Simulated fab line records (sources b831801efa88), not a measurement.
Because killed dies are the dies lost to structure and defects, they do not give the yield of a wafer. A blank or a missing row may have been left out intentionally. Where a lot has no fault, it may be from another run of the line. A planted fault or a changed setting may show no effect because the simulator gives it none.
Check for tools in common :: flow gf180mcu :: Lots sampled 13, wafers sampled 39

== REASON IT WAS OPENED ==
At GF_STI_CD_MEAS_12 the reading cd_nm is flagged on 1 of 13 lots. Wafers without a fault read 219.8 nm, standard deviation 1.2.
Rule: a lot is flagged when every wafer of it that has a number lies more than 4 standard deviations from that mean, or none has a number. The other lots count as sound.

lot: L493
measured: day 2 01:26
on: cd_sem-02
cd_nm (nm), wafer by wafer: 220.8 221.2 220.1
flag: 

lot: L496
measured: day 2 16:20
on: cd_sem-01
cd_nm (nm), wafer by wafer: 220.6 220.7 220.0
flag: 

lot: L497
measured: day 2 21:56
on: cd_sem-01
cd_nm (nm), wafer by wafer: 173.7 174.3 174.1
flag: FLAGGED

lot: L498
measured: day 3 04:14
on: cd_sem-02
cd_nm (nm), wafer by wafer: 221.3 221.2 220.7
flag: 

lot: L506
measured: day 4 20:28
on: cd_sem-01
cd_nm (nm), wafer by wafer: 220.9 220.6 220.1
flag: 

lot: L507
measured: day 5 03:14
on: cd_sem-02
cd_nm (nm), wafer by wafer: 221.2 221.5 220.3
flag: 

lot: L508
measured: day 5 07:16
on: cd_sem-01
cd_nm (nm), wafer by wafer: 220.3 220.5 218.9
flag: 

lot: L509
measured: day 5 11:49
on: cd_sem-01
cd_nm (nm), wafer by wafer: 220.0 221.3 219.6
flag: 

lot: L510
measured: day 5 16:53
on: cd_sem-01
cd_nm (nm), wafer by wafer: 220.3 220.3 220.2
flag: 

lot: L511
measured: day 5 22:01
on: cd_sem-02
cd_nm (nm), wafer by wafer: 220.1 220.5 220.0
flag: 

lot: L512
measured: day 6 03:53
on: cd_sem-01
cd_nm (nm), wafer by wafer: 220.1 219.9 220.1
flag: 

lot: L515
measured: day 6 19:48
on: cd_sem-01
cd_nm (nm), wafer by wafer: 220.0 219.7 218.2
flag: 

lot: L516
measured: day 6 23:55
on: cd_sem-02
cd_nm (nm), wafer by wafer: 218.5 218.3 219.7
flag: 
The mean of the flagged lots' numbers is 174.0 nm, -45.8 nm from the usual (-38 standard deviations).

== WHICH TOOL RAN EACH LOT ==
The record holds 1 process step before the reading, out of a route of 602 steps. Cell contents, in order: the tool; ch with the chambers the sampled wafers went through; the start.
lot: L493
flag: 
GF_STI_EXPOSE_09: krf_scanner-02 ch 0, day 1 19:37

lot: L496
flag: 
GF_STI_EXPOSE_09: krf_scanner-02 ch 0, day 2 10:44

lot: L497
flag: FLAGGED
GF_STI_EXPOSE_09: krf_scanner-02 ch 0, day 2 15:34

lot: L498
flag: 
GF_STI_EXPOSE_09: krf_scanner-01 ch 0, day 2 22:16

lot: L506
flag: 
GF_STI_EXPOSE_09: krf_scanner-02 ch 0, day 4 13:51

lot: L507
flag: 
GF_STI_EXPOSE_09: krf_scanner-02 ch 0, day 4 20:08

lot: L508
flag: 
GF_STI_EXPOSE_09: krf_scanner-01 ch 0, day 5 00:10

lot: L509
flag: 
GF_STI_EXPOSE_09: krf_scanner-01 ch 0, day 5 04:42

lot: L510
flag: 
GF_STI_EXPOSE_09: krf_scanner-01 ch 0, day 5 10:23

lot: L511
flag: 
GF_STI_EXPOSE_09: krf_scanner-01 ch 0, day 5 14:53

lot: L512
flag: 
GF_STI_EXPOSE_09: krf_scanner-02 ch 0, day 5 20:41

lot: L515
flag: 
GF_STI_EXPOSE_09: krf_scanner-02 ch 0, day 6 12:25

lot: L516
flag: 
GF_STI_EXPOSE_09: krf_scanner-01 ch 0, day 6 16:17
These steps, and what they do:
- GF_STI_EXPOSE_09: exposes mask COMP, target cd 220 nm.
- GF_STI_CD_MEAS_12: target cd 220 nm.

== FLAGGED OVER TOTAL, TOOL BY TOOL (the gauges that took the reading come last) ==
step: GF_STI_EXPOSE_09
tool: krf_scanner-01
lots run: 6
flagged: 0
share of the flagged lots: none
sound lots run after its first flagged lot: -

step: GF_STI_EXPOSE_09
tool: krf_scanner-02
lots run: 7
flagged: 1
share of the flagged lots: all
sound lots run after its first flagged lot: 4 (L506,L507,L512,L515)

step: GF_STI_CD_MEAS_12
tool: cd_sem-01
lots run: 8
flagged: 1
share of the flagged lots: all
sound lots run after its first flagged lot: 6 (L506,L508,L509,L510,L512,L515)

step: GF_STI_CD_MEAS_12
tool: cd_sem-02
lots run: 5
flagged: 0
share of the flagged lots: none
sound lots run after its first flagged lot: -

== WHAT THE TABLE ALLOWS ==
krf_scanner-02 at GF_STI_EXPOSE_09 and cd_sem-01 at GF_STI_CD_MEAS_12 are the 2 rows of the table that ran each flagged lot.
- krf_scanner-02 at GF_STI_EXPOSE_09: 1 of its 7 lots flagged. After the first flagged lot (L506, L507, L512, L515), sound lots still ran on it; a lasting fault on the whole tool would not permit that.
- cd_sem-01 at GF_STI_CD_MEAS_12: 1 of its 8 lots flagged. After the first flagged lot (L506, L508, L509, L510, L512, L515), sound lots still ran on it; a lasting fault on the whole tool would not permit that.
No row of the table ran every flagged lot and no sound lot after the first.

== WHAT WAS PUT IN BY THE SIMULATOR ==
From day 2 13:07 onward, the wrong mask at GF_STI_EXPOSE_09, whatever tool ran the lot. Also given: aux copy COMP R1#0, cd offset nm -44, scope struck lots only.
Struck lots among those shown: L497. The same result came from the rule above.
